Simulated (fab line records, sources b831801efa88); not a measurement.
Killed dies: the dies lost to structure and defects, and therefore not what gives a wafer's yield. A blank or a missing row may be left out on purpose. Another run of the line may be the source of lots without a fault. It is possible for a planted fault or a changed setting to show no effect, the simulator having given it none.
fab line records || flow sky130
record: {"lots": 14, "wafers": 42, "lastDay": 50}
route steps=708 shown GATE_OXIDE@188 PAD_OPEN@708
lots that met no fault: from a run of the same line without faults
startH: hours from the record's first day to the start of the lot's first wafer shown || waitH: hours elapsed since this lot's preceding step || " same as the row above || L1.1+2: a single row standing in for several wafers || - either no value or no given start || * or withheld: withheld || < > ~ a bound
route shown NAME@n: names a module that has steps shown in the file, with the first one's number in the route || usual: the fault-free wafers' mean and standard deviation || same: alike in all rows || chamber/n: place in a boat || sites: readings site by site || _std_site: standard deviation across them || _edge_site: mean of outer sites minus mean of inner sites || radiusMm: for every site, how far away it sits from the centre of the wafer || mask NAME#n: copy n || behind: the most recent tool/chamber to have shaped the wafer || hold: why the lot was held/for how many hours/how that ended || device: which transistor (n, p or np) failed to switch || end of line: the route-end tests of the same wafers || a step given without rows: its recipe and nothing more || killed: at the first sort, the dies lost to defects and structure; wafer yield is something else || map: a wafer's dies, x killed, . not, _ none there
set.NAME: the setting the step ran with; set.NAME@STEP: the setting that earlier step ran with || model.NAME: the simulator's own value behind a step, which no gauge read
route steps across a sampled set of lots; one table per step, one row per wafer
services: when a tool's chamber went out of use (startH, in hours from the record's first day, below 0 if earlier), for how many hours, and the reason
== steps ==
step: SKY_GATE_OXIDE_OXIDATION_01
recipe: {"tempC": 900, "ambient": "O2", "stabiliseS": 600, "purgeS": 300, "targetThkA": 102.68, "oxTimeS": 1473}
usual: {"oxTimeS": "1473/0", "tubeCenterTempC": "900.01/0.095"}
{"lot.wafer": "L551.2", "tool": "furnace-01", "chamber": 0, "startH": 284.86, "waitH": 2.5, "oxTimeS": 1473, "tubeCenterTempC": 900.09}
{"lot.wafer": "L551.5", "tool": "furnace-01", "chamber": 0, "startH": 284.86, "waitH": 2.5, "oxTimeS": 1473, "tubeCenterTempC": 899.95}
{"lot.wafer": "L551.6", "tool": "furnace-01", "chamber": 0, "startH": 284.86, "waitH": 2.5, "oxTimeS": 1473, "tubeCenterTempC": 899.98}
{"lot.wafer": "L553.3", "tool": "furnace-01", "chamber": 0, "startH": 293.20, "waitH": 0.0, "oxTimeS": 1473, "tubeCenterTempC": 900.14}
{"lot.wafer": "L553.4", "tool": "furnace-01", "chamber": 0, "startH": 293.20, "waitH": 0.0, "oxTimeS": 1473, "tubeCenterTempC": 899.98}
{"lot.wafer": "L553.5", "tool": "furnace-01", "chamber": 0, "startH": 293.20, "waitH": 0.0, "oxTimeS": 1473, "tubeCenterTempC": 900.00}
{"lot.wafer": "L552.1", "tool": "furnace-02", "chamber": 0, "startH": 297.34, "waitH": 0.0, "oxTimeS": 1473, "tubeCenterTempC": 900.01}
{"lot.wafer": "L552.2", "tool": "furnace-02", "chamber": 0, "startH": 297.34, "waitH": 0.0, "oxTimeS": 1473, "tubeCenterTempC": 900.21}
{"lot.wafer": "L552.5", "tool": "furnace-02", "chamber": 0, "startH": 297.34, "waitH": 0.0, "oxTimeS": 1473, "tubeCenterTempC": 899.91}
{"lot.wafer": "L554.1", "tool": "furnace-01", "chamber": 0, "startH": 308.11, "waitH": 0.0, "oxTimeS": 1473, "tubeCenterTempC": 900.08}
{"lot.wafer": "L554.5", "tool": "furnace-01", "chamber": 0, "startH": 308.11, "waitH": 0.0, "oxTimeS": 1473, "tubeCenterTempC": 899.95}
{"lot.wafer": "L554.6", "tool": "furnace-01", "chamber": 0, "startH": 308.11, "waitH": 0.0, "oxTimeS": 1473, "tubeCenterTempC": 899.94}
{"lot.wafer": "L555.1", "tool": "furnace-01", "chamber": 0, "startH": 321.24, "waitH": 2.0, "oxTimeS": 1473, "tubeCenterTempC": 900.07}
{"lot.wafer": "L555.4", "tool": "furnace-01", "chamber": 0, "startH": 321.24, "waitH": 2.0, "oxTimeS": 1473, "tubeCenterTempC": 899.86}
{"lot.wafer": "L555.6", "tool": "furnace-01", "chamber": 0, "startH": 321.24, "waitH": 2.0, "oxTimeS": 1473, "tubeCenterTempC": 899.94}
{"lot.wafer": "L556.1", "tool": "furnace-01", "chamber": 0, "startH": 321.24, "waitH": 0.7, "oxTimeS": 1473, "tubeCenterTempC": 900.04}
{"lot.wafer": "L556.2", "tool": "furnace-01", "chamber": 0, "startH": 321.24, "waitH": 0.7, "oxTimeS": 1473, "tubeCenterTempC": 899.98}
{"lot.wafer": "L556.3", "tool": "furnace-01", "chamber": 0, "startH": 321.24, "waitH": 0.7, "oxTimeS": 1473, "tubeCenterTempC": 900.03}
{"lot.wafer": "L557.3", "tool": "furnace-01", "chamber": 0, "startH": 336.80, "waitH": 1.0, "oxTimeS": 1473, "tubeCenterTempC": 899.80}
{"lot.wafer": "L557.4", "tool": "furnace-01", "chamber": 0, "startH": 336.80, "waitH": 1.0, "oxTimeS": 1473, "tubeCenterTempC": 899.96}
{"lot.wafer": "L557.6", "tool": "furnace-01", "chamber": 0, "startH": 336.80, "waitH": 1.0, "oxTimeS": 1473, "tubeCenterTempC": 899.92}
{"lot.wafer": "L558.1", "tool": "furnace-02", "chamber": 0, "startH": 344.50, "waitH": 0.7, "oxTimeS": 1473, "tubeCenterTempC": 900.01}
{"lot.wafer": "L558.4", "tool": "furnace-02", "chamber": 0, "startH": 344.50, "waitH": 0.7, "oxTimeS": 1473, "tubeCenterTempC": 900.10}
{"lot.wafer": "L558.5", "tool": "furnace-02", "chamber": 0, "startH": 344.50, "waitH": 0.7, "oxTimeS": 1473, "tubeCenterTempC": 899.91}
{"lot.wafer": "L563.1", "tool": "furnace-02", "chamber": 0, "startH": 381.49, "waitH": 1.1, "oxTimeS": 1767.6, "tubeCenterTempC": 900.05}
{"lot.wafer": "L563.3", "tool": "furnace-02", "chamber": 0, "startH": 381.49, "waitH": 1.1, "oxTimeS": 1767.6, "tubeCenterTempC": 900.14}
{"lot.wafer": "L563.4", "tool": "furnace-02", "chamber": 0, "startH": 381.49, "waitH": 1.1, "oxTimeS": 1767.6, "tubeCenterTempC": 900.02}
{"lot.wafer": "L564.3", "tool": "furnace-02", "chamber": 0, "startH": 381.49, "waitH": 0.8, "oxTimeS": 1767.6, "tubeCenterTempC": 900.04}
{"lot.wafer": "L564.4", "tool": "furnace-02", "chamber": 0, "startH": 381.49, "waitH": 0.8, "oxTimeS": 1767.6, "tubeCenterTempC": 900.18}
{"lot.wafer": "L564.6", "tool": "furnace-02", "chamber": 0, "startH": 381.49, "waitH": 0.8, "oxTimeS": 1767.6, "tubeCenterTempC": 899.95}
{"lot.wafer": "L571.2", "tool": "furnace-02", "chamber": 0, "startH": 453.67, "waitH": 1.7, "oxTimeS": 1473, "tubeCenterTempC": 899.90}
{"lot.wafer": "L571.3", "tool": "furnace-02", "chamber": 0, "startH": 453.67, "waitH": 1.7, "oxTimeS": 1473, "tubeCenterTempC": 899.97}
{"lot.wafer": "L571.4", "tool": "furnace-02", "chamber": 0, "startH": 453.67, "waitH": 1.7, "oxTimeS": 1473, "tubeCenterTempC": 899.94}
{"lot.wafer": "L572.1", "tool": "furnace-02", "chamber": 0, "startH": 464.29, "waitH": 0.8, "oxTimeS": 1473, "tubeCenterTempC": 899.94}
{"lot.wafer": "L572.3", "tool": "furnace-02", "chamber": 0, "startH": 464.29, "waitH": 0.8, "oxTimeS": 1473, "tubeCenterTempC": 900.08}
{"lot.wafer": "L572.6", "tool": "furnace-02", "chamber": 0, "startH": 464.29, "waitH": 0.8, "oxTimeS": 1473, "tubeCenterTempC": 899.99}
{"lot.wafer": "L573.3", "tool": "furnace-02", "chamber": 0, "startH": 464.29, "waitH": 0.2, "oxTimeS": 1473, "tubeCenterTempC": 899.98}
{"lot.wafer": "L573.5", "tool": "furnace-02", "chamber": 0, "startH": 464.29, "waitH": 0.2, "oxTimeS": 1473, "tubeCenterTempC": 899.95}
{"lot.wafer": "L573.6", "tool": "furnace-02", "chamber": 0, "startH": 464.29, "waitH": 0.2, "oxTimeS": 1473, "tubeCenterTempC": 900.04}
{"lot.wafer": "L574.1", "tool": "furnace-01", "chamber": 0, "startH": 474.80, "waitH": 0.7, "oxTimeS": 1473, "tubeCenterTempC": 900.06}
{"lot.wafer": "L574.4", "tool": "furnace-01", "chamber": 0, "startH": 474.80, "waitH": 0.7, "oxTimeS": 1473, "tubeCenterTempC": 900.15}
{"lot.wafer": "L574.6", "tool": "furnace-01", "chamber": 0, "startH": 474.80, "waitH": 0.7, "oxTimeS": 1473, "tubeCenterTempC": 900.09}
step: SKY_GATE_OXIDE_THK_MEAS_02
recipe: {"reads": "SiO2_of_GATE_OXIDE_OXIDATION_01"}
usual: {"GATE_OXIDE_OXIDATION_00_THK": "10.25/0.23"}
{"lot.wafer": "L551.2", "tool": "filmMetro-04", "chamber": "-", "startH": 286.28, "waitH": 0.0, "hold": "-", "GATE_OXIDE_OXIDATION_00_THK[nm]": 9.97}
{"lot.wafer": "L551.5", "tool": "filmMetro-04", "chamber": "-", "startH": 286.28, "waitH": 0.0, "hold": "-", "GATE_OXIDE_OXIDATION_00_THK[nm]": 9.99}
{"lot.wafer": "L551.6", "tool": "filmMetro-04", "chamber": "-", "startH": 286.28, "waitH": 0.0, "hold": "-", "GATE_OXIDE_OXIDATION_00_THK[nm]": 9.96}
{"lot.wafer": "L553.3", "tool": "filmMetro-03", "chamber": "-", "startH": 294.63, "waitH": 0.0, "hold": "-", "GATE_OXIDE_OXIDATION_00_THK[nm]": 9.92}
{"lot.wafer": "L553.4", "tool": "filmMetro-03", "chamber": "-", "startH": 294.63, "waitH": 0.0, "hold": "-", "GATE_OXIDE_OXIDATION_00_THK[nm]": 9.85}
{"lot.wafer": "L553.5", "tool": "filmMetro-03", "chamber": "-", "startH": 294.63, "waitH": 0.0, "hold": "-", "GATE_OXIDE_OXIDATION_00_THK[nm]": 9.74}
{"lot.wafer": "L552.1", "tool": "filmMetro-01", "chamber": "-", "startH": 298.74, "waitH": 0.0, "hold": "-", "GATE_OXIDE_OXIDATION_00_THK[nm]": 10.53}
{"lot.wafer": "L552.2", "tool": "filmMetro-01", "chamber": "-", "startH": 298.74, "waitH": 0.0, "hold": "-", "GATE_OXIDE_OXIDATION_00_THK[nm]": 10.48}
{"lot.wafer": "L552.5", "tool": "filmMetro-01", "chamber": "-", "startH": 298.74, "waitH": 0.0, "hold": "-", "GATE_OXIDE_OXIDATION_00_THK[nm]": 10.42}
{"lot.wafer": "L554.1", "tool": "filmMetro-03", "chamber": "-", "startH": 309.52, "waitH": 0.0, "hold": "-", "GATE_OXIDE_OXIDATION_00_THK[nm]": 10.24}
{"lot.wafer": "L554.5", "tool": "filmMetro-03", "chamber": "-", "startH": 309.52, "waitH": 0.0, "hold": "-", "GATE_OXIDE_OXIDATION_00_THK[nm]": 10.35}
{"lot.wafer": "L554.6", "tool": "filmMetro-03", "chamber": "-", "startH": 309.52, "waitH": 0.0, "hold": "-", "GATE_OXIDE_OXIDATION_00_THK[nm]": 10.31}
{"lot.wafer": "L555.1", "tool": "filmMetro-01", "chamber": "-", "startH": 322.65, "waitH": 0.0, "hold": "-", "GATE_OXIDE_OXIDATION_00_THK[nm]": 10.21}
{"lot.wafer": "L555.4", "tool": "filmMetro-01", "chamber": "-", "startH": 322.65, "waitH": 0.0, "hold": "-", "GATE_OXIDE_OXIDATION_00_THK[nm]": 10.03}
{"lot.wafer": "L555.6", "tool": "filmMetro-01", "chamber": "-", "startH": 322.65, "waitH": 0.0, "hold": "-", "GATE_OXIDE_OXIDATION_00_THK[nm]": 10.09}
{"lot.wafer": "L556.1", "tool": "filmMetro-04", "chamber": "-", "startH": 322.65, "waitH": 0.0, "hold": "-", "GATE_OXIDE_OXIDATION_00_THK[nm]": 9.95}
{"lot.wafer": "L556.2", "tool": "filmMetro-04", "chamber": "-", "startH": 322.65, "waitH": 0.0, "hold": "-", "GATE_OXIDE_OXIDATION_00_THK[nm]": 10.34}
{"lot.wafer": "L556.3", "tool": "filmMetro-04", "chamber": "-", "startH": 322.65, "waitH": 0.0, "hold": "-", "GATE_OXIDE_OXIDATION_00_THK[nm]": 10.15}
{"lot.wafer": "L557.3", "tool": "filmMetro-04", "chamber": "-", "startH": 338.23, "waitH": 0.0, "hold": "-", "GATE_OXIDE_OXIDATION_00_THK[nm]": 10.33}
{"lot.wafer": "L557.4", "tool": "filmMetro-04", "chamber": "-", "startH": 338.23, "waitH": 0.0, "hold": "-", "GATE_OXIDE_OXIDATION_00_THK[nm]": 10.37}
{"lot.wafer": "L557.6", "tool": "filmMetro-04", "chamber": "-", "startH": 338.23, "waitH": 0.0, "hold": "-", "GATE_OXIDE_OXIDATION_00_THK[nm]": 10.46}
{"lot.wafer": "L558.1", "tool": "filmMetro-01", "chamber": "-", "startH": 345.91, "waitH": 0.0, "hold": "-", "GATE_OXIDE_OXIDATION_00_THK[nm]": 10.46}
{"lot.wafer": "L558.4", "tool": "filmMetro-01", "chamber": "-", "startH": 345.91, "waitH": 0.0, "hold": "-", "GATE_OXIDE_OXIDATION_00_THK[nm]": 10.40}
{"lot.wafer": "L558.5", "tool": "filmMetro-01", "chamber": "-", "startH": 345.91, "waitH": 0.0, "hold": "-", "GATE_OXIDE_OXIDATION_00_THK[nm]": 10.45}
{"lot.wafer": "L563.1", "tool": "filmMetro-04", "chamber": "-", "startH": 382.90, "waitH": 0.0, "hold": "awaitDispo/0.2h/release", "GATE_OXIDE_OXIDATION_00_THK[nm]": 11.59}
{"lot.wafer": "L563.3", "tool": "filmMetro-04", "chamber": "-", "startH": 382.90, "waitH": 0.0, "hold": "awaitDispo/0.2h/release", "GATE_OXIDE_OXIDATION_00_THK[nm]": 11.55}
{"lot.wafer": "L563.4", "tool": "filmMetro-04", "chamber": "-", "startH": 382.90, "waitH": 0.0, "hold": "awaitDispo/0.2h/release", "GATE_OXIDE_OXIDATION_00_THK[nm]": 11.41}
{"lot.wafer": "L563.1", "tool": "filmMetro-04", "chamber": "-", "startH": 383.13, "waitH": 0.2, "hold": "-", "GATE_OXIDE_OXIDATION_00_THK[nm]": 11.53}
{"lot.wafer": "L563.3", "tool": "filmMetro-04", "chamber": "-", "startH": 383.13, "waitH": 0.2, "hold": "-", "GATE_OXIDE_OXIDATION_00_THK[nm]": 11.58}
{"lot.wafer": "L563.4", "tool": "filmMetro-04", "chamber": "-", "startH": 383.13, "waitH": 0.2, "hold": "-", "GATE_OXIDE_OXIDATION_00_THK[nm]": 11.42}
{"lot.wafer": "L564.3", "tool": "filmMetro-01", "chamber": "-", "startH": 382.92, "waitH": 0.0, "hold": "awaitDispo/0.2h/release", "GATE_OXIDE_OXIDATION_00_THK[nm]": 11.77}
{"lot.wafer": "L564.4", "tool": "filmMetro-01", "chamber": "-", "startH": 382.92, "waitH": 0.0, "hold": "awaitDispo/0.2h/release", "GATE_OXIDE_OXIDATION_00_THK[nm]": 11.56}
{"lot.wafer": "L564.6", "tool": "filmMetro-01", "chamber": "-", "startH": 382.92, "waitH": 0.0, "hold": "awaitDispo/0.2h/release", "GATE_OXIDE_OXIDATION_00_THK[nm]": 11.69}
{"lot.wafer": "L564.3", "tool": "filmMetro-01", "chamber": "-", "startH": 383.15, "waitH": 0.2, "hold": "-", "GATE_OXIDE_OXIDATION_00_THK[nm]": 11.78}
{"lot.wafer": "L564.4", "tool": "filmMetro-01", "chamber": "-", "startH": 383.15, "waitH": 0.2, "hold": "-", "GATE_OXIDE_OXIDATION_00_THK[nm]": 11.53}
{"lot.wafer": "L564.6", "tool": "filmMetro-01", "chamber": "-", "startH": 383.15, "waitH": 0.2, "hold": "-", "GATE_OXIDE_OXIDATION_00_THK[nm]": 11.74}
{"lot.wafer": "L571.2", "tool": "filmMetro-03", "chamber": "-", "startH": 455.09, "waitH": 0.0, "hold": "-", "GATE_OXIDE_OXIDATION_00_THK[nm]": 10.26}
{"lot.wafer": "L571.3", "tool": "filmMetro-03", "chamber": "-", "startH": 455.09, "waitH": 0.0, "hold": "-", "GATE_OXIDE_OXIDATION_00_THK[nm]": 10.50}
{"lot.wafer": "L571.4", "tool": "filmMetro-03", "chamber": "-", "startH": 455.09, "waitH": 0.0, "hold": "-", "GATE_OXIDE_OXIDATION_00_THK[nm]": 10.25}
{"lot.wafer": "L572.1", "tool": "filmMetro-03", "chamber": "-", "startH": 465.70, "waitH": 0.0, "hold": "-", "GATE_OXIDE_OXIDATION_00_THK[nm]": 10.03}
{"lot.wafer": "L572.3", "tool": "filmMetro-03", "chamber": "-", "startH": 465.70, "waitH": 0.0, "hold": "-", "GATE_OXIDE_OXIDATION_00_THK[nm]": 10.02}
{"lot.wafer": "L572.6", "tool": "filmMetro-03", "chamber": "-", "startH": 465.70, "waitH": 0.0, "hold": "-", "GATE_OXIDE_OXIDATION_00_THK[nm]": 10.27}
{"lot.wafer": "L573.3", "tool": "filmMetro-04", "chamber": "-", "startH": 465.72, "waitH": 0.0, "hold": "-", "GATE_OXIDE_OXIDATION_00_THK[nm]": 10.11}
{"lot.wafer": "L573.5", "tool": "filmMetro-04", "chamber": "-", "startH": 465.72, "waitH": 0.0, "hold": "-", "GATE_OXIDE_OXIDATION_00_THK[nm]": 10.16}
{"lot.wafer": "L573.6", "tool": "filmMetro-04", "chamber": "-", "startH": 465.72, "waitH": 0.0, "hold": "-", "GATE_OXIDE_OXIDATION_00_THK[nm]": 10.23}
{"lot.wafer": "L574.1", "tool": "filmMetro-01", "chamber": "-", "startH": 476.21, "waitH": 0.0, "hold": "-", "GATE_OXIDE_OXIDATION_00_THK[nm]": 10.49}
{"lot.wafer": "L574.4", "tool": "filmMetro-01", "chamber": "-", "startH": 476.21, "waitH": 0.0, "hold": "-", "GATE_OXIDE_OXIDATION_00_THK[nm]": 10.69}
{"lot.wafer": "L574.6", "tool": "filmMetro-01", "chamber": "-", "startH": 476.21, "waitH": 0.0, "hold": "-", "GATE_OXIDE_OXIDATION_00_THK[nm]": 10.52}
step: SKY_PAD_OPEN_PROBE_99
usual: {"killed_at_M0_to_M3": "44/7.9", "killed_at_M4_up": "3.1/1.9", "killedAtContacts": "24/4.6", "killedAtFrontEnd": "16/4.9", "killedAtOther": "0.3/0.6", "killedDies": "87/9.7", "killedOpen": "48/7.2", "killedShort": "39/5.6"}
same: {"grossDies": 492, "killedAtBackSide": 0}
{"lot.wafer": "L571.2", "tool": "prober-01", "chamber": "-", "startH": 1189.55, "waitH": 0.1, "killed_at_M0_to_M3": 50, "killed_at_M4_up": 4, "killedAtContacts": 30, "killedAtFrontEnd": 16, "killedAtOther": 0, "killedDies": 100, "killedOpen": 56, "killedShort": 41}
{"lot.wafer": "L571.3", "tool": "prober-01", "chamber": "-", "startH": 1189.60, "waitH": 0.2, "killed_at_M0_to_M3": 54, "killed_at_M4_up": 4, "killedAtContacts": 23, "killedAtFrontEnd": 11, "killedAtOther": 0, "killedDies": 92, "killedOpen": 57, "killedShort": 34}
{"lot.wafer": "L571.4", "tool": "prober-01", "chamber": "-", "startH": 1189.65, "waitH": 0.2, "killed_at_M0_to_M3": 42, "killed_at_M4_up": 7, "killedAtContacts": 24, "killedAtFrontEnd": 14, "killedAtOther": 0, "killedDies": 87, "killedOpen": 55, "killedShort": 32}
killed by level:class
L571.2 VIA1:geometricParticle:open=21 CONTACT:geometricParticle:open=10 LI_CONTACT:geometricParticle:open=8 FIELD_ISO:geometricParticle:open=5 FIELD_ISO:geometricParticle:short=5 LOCAL_INTERCONNECT:geometricParticle:short=5 VIA1:geometricParticle:short=5 VIA2:geometricParticle:open=5
L571.3 VIA1:geometricParticle:open=14 VIA2:geometricParticle:open=14 CONTACT:geometricParticle:open=9 LI_CONTACT:geometricParticle:open=7 METAL1:geometricParticle:short=6 METAL1:geometricParticle:open=6 FIELD_ISO:geometricParticle:short=4 FIELD_ISO:geometricParticle:open=4
L571.4 VIA2:geometricParticle:open=10 LI_CONTACT:geometricParticle:open=9 VIA1:geometricParticle:open=8 CONTACT:geometricParticle:open=8 METAL4:geometricParticle:short=7 METAL1:geometricParticle:open=5 METAL2:geometricParticle:short=5 FIELD_ISO:geometricParticle:open=4
== services ==
{"tool": "furnace-02", "chamber": "-", "startH": 356.52, "hours": 3.5, "kind": "pm"}
{"tool": "furnace-01", "chamber": "-", "startH": 365.04, "hours": 3.5, "kind": "pm"}
{"tool": "furnace-01", "chamber": "-", "startH": 403.83, "hours": 41.5, "kind": "pm"}
{"tool": "furnace-02", "chamber": "-", "startH": 447.16, "hours": 2.5, "kind": "pm"}
{"tool": "furnace-01", "chamber": "-", "startH": 449.83, "hours": 3.5, "kind": "pm"}
== key ==
firstSign: {"step": "SKY_GATE_OXIDE_OXIDATION_01", "reading": "oxTimeS", "direction": "up", "sigmas": "99+", "usual": "*", "struck": "*"}
effect: {"step": "SKY_GATE_OXIDE_THK_MEAS_02", "reading": "visit", "direction": "added"}
effect: {"step": "SKY_GATE_OXIDE_THK_MEAS_02", "reading": "GATE_OXIDE_OXIDATION_00_THK", "direction": "up", "sigmas": 5.8, "usual": 10.25, "struck": 11.60}
metAt SKY_GATE_OXIDE_OXIDATION_01
struckLots L563,L564
testerLeftOut L563,L564
onsetBetween 344.50 381.49
fault: {"kind": "processParameterDrift", "tool": "furnace-02", "chamber": "-", "onsetH": 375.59, "steps": "SKY_GATE_OXIDE_OXIDATION_01", "channel": "oxTimeS", "offset": "*", "shape": "step", "endH": 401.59, "actsIn": "*", "stated": "*"}
testerLeftOut: of these lots the tester's yield and bins aren't shown, on N5 and GAA mostly nor the transistor test; their killed dies are dies lost to structure and defects alone, not to doping, threshold or leakage, so they don't give the yield
